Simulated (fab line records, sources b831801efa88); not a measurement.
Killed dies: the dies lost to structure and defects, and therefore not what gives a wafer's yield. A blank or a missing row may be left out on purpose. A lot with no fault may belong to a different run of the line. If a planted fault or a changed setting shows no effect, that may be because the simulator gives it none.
8D (eight disciplines) problem report, filled in by code -- flow gf180mcu -- the parts of the form that need people (team, actions taken, sign-off) are left out

## 1. PROBLEM STATEMENT
runLengthS at GF_SAB_DEHYDRATE_02 reads a mean of 93.52 s on 6 wafers of 2 lots; wafers without a fault read 89.24 s with a standard deviation of 0.22. That is +19 standard deviations from the usual mean.
The step: time 60 s.
Seen first at day 19 03:32 on lithoTrack-03, wafer L662.1. The record has a number at this step for 42 wafers belonging to 14 lots. The rule behind "out" and "out of limits": a value lying over 4 standard deviations away from the usual mean. The other wafers with a number count as sound.

## 2. WHAT IT IS, WHAT IT ISN'T
question,is,is not
which readings at this step,runLengthS,-
which lots,"L662, L664","L652, L653, L654, L655, L656, L658, L659, L669, L670, L671, L673, L674"
which wafers of those lots,all that have a number,-
read on which tools,lithoTrack-03,"lithoTrack-01, lithoTrack-02"
when,from day 19 03:32,"up to then (21 sound wafers); but 15 sound wafers of L669, L670, L671, L673, L674 came after"

## 3. SUSPECTS, AND WHAT RULES EACH OUT
Counting: a tool stays on the suspect list if, at a process step up to the reading, it processed all lots that are out and no sound lot following the first of them.
- lithoTrack-03 at GF_SAB_DEHYDRATE_02 (time 60 s): ruled out as a lasting fault. After its first lot that is out, L662 (day 19 03:32), sound lots L671 ran on it.
Left after counting: nothing in the record.

## 4. THE CAUSE (what the simulator had put in)
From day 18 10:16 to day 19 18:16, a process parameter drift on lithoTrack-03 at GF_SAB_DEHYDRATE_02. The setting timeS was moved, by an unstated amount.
Counting ruled it out, wrongly.

## 5. THE CHAIN OF EFFECTS, in route order
One row per reading whose mean, taken over the struck wafers that have a number, lies over 3 standard deviations from the usual. Scope: only readings with a usual standard deviation given in the record; hours: median across lots of the time from each lot's start at the first step in this table that gives one to its start at this step; sigmas: change in usual standard deviations.
hours,step,reading,usual,on struck wafers,change,sigmas
0,GF_SAB_DEHYDRATE_02,runLengthS,89.24 s,93.52,+4.28,+19
The process steps in it:
- GF_SAB_DEHYDRATE_02: time 60 s.

## 6. HOW IT WOULD HAVE BEEN CAUGHT EARLIER
17 hours passed between the start of the fault at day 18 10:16 and the first reading out of limits in this record, taken at day 19 03:32.
